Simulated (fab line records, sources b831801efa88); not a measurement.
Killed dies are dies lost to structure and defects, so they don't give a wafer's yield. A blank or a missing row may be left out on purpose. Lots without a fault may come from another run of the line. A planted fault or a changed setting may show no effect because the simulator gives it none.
Which tool did it? | flow sky130 | 6 lots, 18 wafers sampled, at 4 steps of a route of 708

WHAT THE GAUGES READ, wafer by wafer
SKY_VT_ADJUST_HVTP_TW_MEAS_11.
lot  | measured     | on            | VT_ADJUST_HVTP_TW
L999 | day 6 16:02  | film_metro-04 | 1359 1363 1364
L101 | day 7 02:20  | film_metro-01 | 1377 1372 1376
L105 | day 8 13:58  | film_metro-04 | 1360 1345 1349
L109 | day 9 06:58  | film_metro-04 | 1351 1361 1352
L111 | day 9 22:49  | film_metro-01 | 1386 1382 1377
L120 | day 12 03:55 | film_metro-01 | 1374 1371 1371

WHICH TOOL RAN EACH LOT (tool, then ch and the chambers of the sampled wafers, then the start)
lot  | SKY_PWDE_STRIP_09                   | SKY_VT_ADJUST_HVTP_IMPLANT_09   | SKY_VT_ADJUST_HVTP_STRIP_10
L999 | plasma_asher-01 ch 0, day 4 08:38   | implanter-02 ch 0, day 6 15:47  | plasma_asher-02 ch 0,1, day 6 15:56
L101 | plasma_asher-03 ch 0, day 4 16:46   | implanter-02 ch 0, day 7 02:06  | plasma_asher-03 ch 1, day 7 02:13
L105 | plasma_asher-03 ch 0,1, day 6 01:23 | implanter-03 ch 0, day 8 13:44  | plasma_asher-02 ch 0,1, day 8 13:52
L109 | plasma_asher-02 ch 0,1, day 6 16:55 | implanter-04 ch 0, day 9 06:43  | plasma_asher-02 ch 0,1, day 9 06:52
L111 | plasma_asher-03 ch 0,1, day 7 06:22 | implanter-02 ch 0, day 9 22:34  | plasma_asher-02 ch 0,1, day 9 22:43
L120 | plasma_asher-01 ch 0,1, day 9 07:47 | implanter-02 ch 0, day 12 03:40 | plasma_asher-04 ch 0,1, day 12 03:49
- SKY_PWDE_STRIP_09: strips in O2/N2.
- SKY_VT_ADJUST_HVTP_IMPLANT_09
- SKY_VT_ADJUST_HVTP_STRIP_10: strips in O2/N2.

THE ANSWER, worked out from the rows above alone
Rule: what is usual is taken from the lots themselves. Put in order of their means at a reading, lots are off if they are a third of the lots or fewer, leave a main group of 4 or more, and stand apart from it by a gap of 3 or more times the standard deviation of the main group's means; of several such gaps the widest counts. A main group whose means are all the same, to the digits that the tables above print for the reading, isn't used. A lot without any number at a reading at which 4 lots or more have one is off too. The other lots that the step has rows for count as sound.
No lot is off at any reading shown: from this, nothing can be told.

WHAT THE SIMULATOR HAD PUT IN
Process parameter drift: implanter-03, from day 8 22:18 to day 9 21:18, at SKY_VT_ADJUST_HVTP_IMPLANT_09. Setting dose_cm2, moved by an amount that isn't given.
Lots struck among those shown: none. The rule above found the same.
